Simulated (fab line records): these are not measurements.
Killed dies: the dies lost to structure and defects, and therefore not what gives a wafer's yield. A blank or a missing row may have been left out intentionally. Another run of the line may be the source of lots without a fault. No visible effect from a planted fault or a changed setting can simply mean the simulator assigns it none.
8D (eight disciplines) problem report, filled in by code ; flow sky130 ; the parts of the form that need people (team, actions taken, sign-off) are left out

1. WHAT IS WRONG
Wafers free of any fault read 4019 (standard deviation 38) for POLY_GATE_TW at SKY_RES_PROTECT_TW_MEAS_08, against a mean of 3787 on 6 wafers of 2 lots. That puts it -6.1 standard deviations away from the usual mean.
Seen first at day 19 03:47 on film_metro-03, wafer L360.4. At this step, 33 wafers from 11 lots have a number in the record. Rule for "out" (also "out of limits"): further than 4 standard deviations from the usual mean. All remaining wafers that have a number are taken as sound.

2. WHAT IT IS, WHAT IT ISN'T
question;is;is not
which readings at this step;POLY_GATE_TW;-
which lots;L360, L362;L351, L356, L357, L358, L359, L364, L366, L367, L373
which wafers of those lots;all that have a number;-
read on which gauges;film_metro-03;film_metro-01, film_metro-02
when;from day 19 03:47;"up to then (15 sound wafers); but 12 sound wafers of L364, L366, L367, L373 came after"

3. SUSPECTS, AND WHAT RULES EACH OUT
Counting: a tool at a process step up to the reading stays a suspect if it ran every lot that is out and no sound lot after the first of them.
- the gauge at SKY_RES_PROTECT_TW_MEAS_08: ruled out. All the wafers that are out were read on film_metro-03, but those of them that SKY_POLY_GATE_IMPLANT_02 has rows for are out there too, on other tools.
- implanter-04 at SKY_POLY_GATE_IMPLANT_02: kept. All lots that are out passed through it, beginning with L360 at day 19 03:35, and no sound lot followed; its final sound lot before that point was L359 at day 18 12:12. Its own readings are out on those wafers: beam_on_s, dose_ions_cm2.
- plasma_asher-03 at SKY_RES_PROTECT_STRIP_07 (strips in O2/N2): ruled out as a lasting fault. The sound lots L366, L367 went through it after L360, its earliest lot that is out (day 19 03:41).
Left after counting: implanter-04 at SKY_POLY_GATE_IMPLANT_02.

4. THE CAUSE (what the simulator had put in)
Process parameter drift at SKY_POLY_GATE_IMPLANT_02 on implanter-04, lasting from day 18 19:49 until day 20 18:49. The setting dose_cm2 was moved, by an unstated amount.
Counting left only this tool.

5. THE CHAIN OF EFFECTS, in route order
Rows list readings where the struck wafers' mean (over those with a number) sits beyond 3 standard deviations from the usual. Only readings for which the record gives a usual standard deviation are gone through. hours: the time from each lot's start at the first step in this table that gives one to its start at this step, as a median over the lots. sigmas: the change in usual standard deviations.
hours;step;reading;usual;on struck wafers;change;sigmas
0;SKY_POLY_GATE_IMPLANT_02;beam_on_s;34.4 s;14.5;-19.9;-11
0;SKY_POLY_GATE_IMPLANT_02;dose_ions_cm2;7.699e+15;3.392e+15;-4.307e+15;-99 or more
0;SKY_POLY_GATE_IMPLANT_02;end_station_pressure_torr;1.11e-05 Torr;1.46e-05;+3.45e-06;+4.7
0;SKY_RES_PROTECT_STRIP_07;oes_product_au;0.518 a.u.;0.564;+0.046;+9.6
0;SKY_RES_PROTECT_STRIP_07;strip_time_to_endpoint_s;23.29 s;20.01;-3.28;-80
0;SKY_RES_PROTECT_TW_MEAS_08;POLY_GATE_TW;4019;3787;-232;-6.1
Process steps it contains:
- SKY_POLY_GATE_IMPLANT_02
- SKY_RES_PROTECT_STRIP_07: strips in O2/N2.
Later measuring or inspecting steps at which every struck wafer that the step has a row for has a number for every such reading, and none has moved that far: SKY_POLY_GATE_THK_MEAS_21.

6. HOW IT WOULD HAVE BEEN CAUGHT EARLIER
The first out-of-limits reading at a measuring or inspecting step in this record came at day 19 03:47, 8 hours after the fault's start at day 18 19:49.
Tool's own readings at SKY_POLY_GATE_IMPLANT_02, beam_on_s, dose_ions_cm2: out on all struck wafers the step has rows for; an alarm limit on them would have tripped on the first.
L362, from the lots that are out (2), started SKY_POLY_GATE_IMPLANT_02 on implanter-04 later than day 19 03:47. It would have been spared by a hold on the tool at that moment.
